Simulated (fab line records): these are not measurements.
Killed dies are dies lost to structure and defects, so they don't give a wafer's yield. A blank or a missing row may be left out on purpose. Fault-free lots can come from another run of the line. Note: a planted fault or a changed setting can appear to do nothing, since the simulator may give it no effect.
A lot that was struck, set against a sound lot / flow gf180mcu / 35 out of 602 route steps
Sound: the wafers L408.1, L408.2, L408.4. The struck wafers were L403.2, L403.4, L403.6. The cause comes at the end.
At each step with rows: each side's tool, then ch and its chambers, then its first start. Under that, the readings that differ: sound wafers / struck wafers / difference of the means / sigmas: that difference in standard deviations of wafers without a fault.
alike: same words and numbers on both sides, and readings whose means sit less than 2 such deviations apart. not compared: any withheld reading, any reading some wafer has no value for, any bound like >300 that may hide the same value, and any number with overlapping values for which the record gives no deviation.
Wherever a step has rows on one side only, a row that says differs or no value, or a row with sigmas, the two part there. Numbers that have no deviation but don't overlap get no sigmas and don't part them. A reading missing from all wafers of one side parts the sides only when that side holds two or more wafers.

GF_HV_LDD_STRIP_49: strips in O2/N2.
  sound on plasma asher-01 ch 0,1, day 17 18:12; struck on plasma asher-04 ch 0,1, day 15 20:12
  alike: drypump motor current A, heater power w, oes product au, strip time to endpoint s
  not compared: rf hours counter h
GF_HV_LDD_TW_MEAS_50:
  sound on film metro-04, day 17 18:18; struck on film metro-04, day 15 20:19
  alike: HV_LDD_4_TW
then, 1 step without rows for these wafers: GF_HV_LDD_CLEAN_51 (cleans in SC1/SC2, time 150 s).
GF_HV_LDD_RTA_52: time 10 s.
  sound on rtp anneal-02 ch 0, day 17 18:25; struck on rtp anneal-02 ch 0, day 15 20:25
  alike: lamp power pct, wafer_temp_C_max
then, 1 step without rows for these wafers: GF_HV_LDD_CVD_54 (deposits SiO2 from TEOS, target thk 10 nm, time 75 s).
GF_HV_LDD_THK_MEAS_55:
  sound on film metro-02, day 17 19:37; struck on film metro-04, day 15 22:08
  alike: HV_LDD_CVD_54_THK
then, 1 step without rows for these wafers: GF_HV_LDD_CVD_56 (deposits Si3N4 from DCS/NH3, target thk 90 nm, time 1543 s).
GF_HV_LDD_THK_MEAS_57:
  sound on film metro-04, day 17 21:06; struck on film metro-02, day 16 00:20
  alike: HV_LDD_CVD_56_THK
GF_HV_LDD_ETCHBACK_58: etches Si3N4 in CH3F/O2, stops on SiO2, time 100 s, target depth 90 nm.
  sound on rie diel-03 ch 1,2,3, day 17 21:10; struck on rie diel-03 ch 0,2,3, day 16 00:23
  alike: bias w, drypump motor current A, oes product au, throttle valve pct
  not compared: rf hours counter h
then, 2 steps without rows for these wafers: GF_NSD_DEHYDRATE_00 (time 60 s); GF_NSD_HMDS_01 (prime time 60 s).
GF_NSD_COAT_02: resist thk 1000 nm.
  struck on litho track-02, day 16 11:19; sound on litho track-02 ch 0, day 18 08:51
  no value came back on the struck wafers for chill plate temp C (C), dispense pressure kPa (kPa), resist line temp C (C); on the sound wafers chill plate temp C (C) reads 23.04 23.13 23.07
then, 4 steps without rows for these wafers: GF_NSD_SOFTBAKE_03 (time 60 s); GF_NSD_EXPOSE_04 (exposes mask Nplus, target cd 400 nm); GF_NSD_PEB_05; GF_NSD_DEVELOP_06 (develop time 60 s).
GF_NSD_CD_MEAS_07: the cd target is 400 nm.
  sound on cd sem-02, day 18 20:50; struck on cd sem-01, day 16 22:55
reading=cd nm (nm); sound=398.6 398.3 399.4; struck=- - -; difference=no value on the struck wafers; sigmas=
GF_NSD_OVL_MEAS_08:
  sound on overlay-01, day 18 20:58; struck on overlay-01, day 16 23:02
reading=NSD_OVL (nm); sound=0.0 -0.2 -0.4; struck=- - -; difference=no value on the struck wafers; sigmas=
then, 2 steps without rows for these wafers: GF_NSD_IMPLANT_09; GF_NSD_IMPLANT_10.
GF_NSD_STRIP_11: strips in O2/N2.
  sound on plasma asher-03 ch 0,1, day 18 21:18; struck on plasma asher-03 ch 0,1, day 16 23:22
  no value came back on the struck wafers for oes product au (a.u.), strip time to endpoint s (s); on the sound wafers oes product au (a.u.) reads 0.488 0.491 0.480
  alike: drypump motor current A, heater power w
  not compared: rf hours counter h
GF_NSD_TW_MEAS_12:
  sound on film metro-02, day 18 21:24; struck on film metro-03, day 16 23:28
  alike: NSD_TW
then, 7 steps without rows for these wafers: GF_PSD_DEHYDRATE_00 (time 60 s); GF_PSD_HMDS_01 (prime time 60 s); GF_PSD_COAT_02 (resist thk 1000 nm); GF_PSD_SOFTBAKE_03 (time 60 s); GF_PSD_EXPOSE_04 (exposes mask Pplus, target cd 400 nm); GF_PSD_PEB_05; GF_PSD_DEVELOP_06 (develop time 60 s).
GF_PSD_CD_MEAS_07: the cd target is 400 nm.
  sound on cd sem-01, day 19 20:53; struck on cd sem-02, day 17 21:52
reading=cd nm (nm); sound=400.0 405.0 403.2; struck=396.5 396.7 397.7; difference=-5.8; sigmas=-2
GF_PSD_OVL_MEAS_08:
  sound on overlay-01, day 19 21:00; struck on overlay-02, day 17 21:58
  alike: PSD_OVL
after that, 1 step had no rows for these wafers: GF_PSD_IMPLANT_09.
GF_PSD_STRIP_10: strips in O2/N2.
  sound on plasma asher-03 ch 0,1, day 19 21:11; struck on plasma asher-02 ch 0,1, day 17 22:09
  alike: drypump motor current A, heater power w, oes product au, strip time to endpoint s
  not compared: rf hours counter h
GF_PSD_TW_MEAS_11:
  sound on film metro-03, day 19 21:17; struck on film metro-04, day 17 22:16
reading=PSD_TW; sound=3227 3226 3223; struck=4254 4223 4223; difference=+1008; sigmas=+24
then, 1 step without rows for these wafers: GF_PSD_CLEAN_12 (cleans in SC1/SC2, time 150 s).

## WHERE THEY PART
First at GF_NSD_COAT_02; last, within this record, at GF_PSD_TW_MEAS_11.

WHY: what the simulator had put in
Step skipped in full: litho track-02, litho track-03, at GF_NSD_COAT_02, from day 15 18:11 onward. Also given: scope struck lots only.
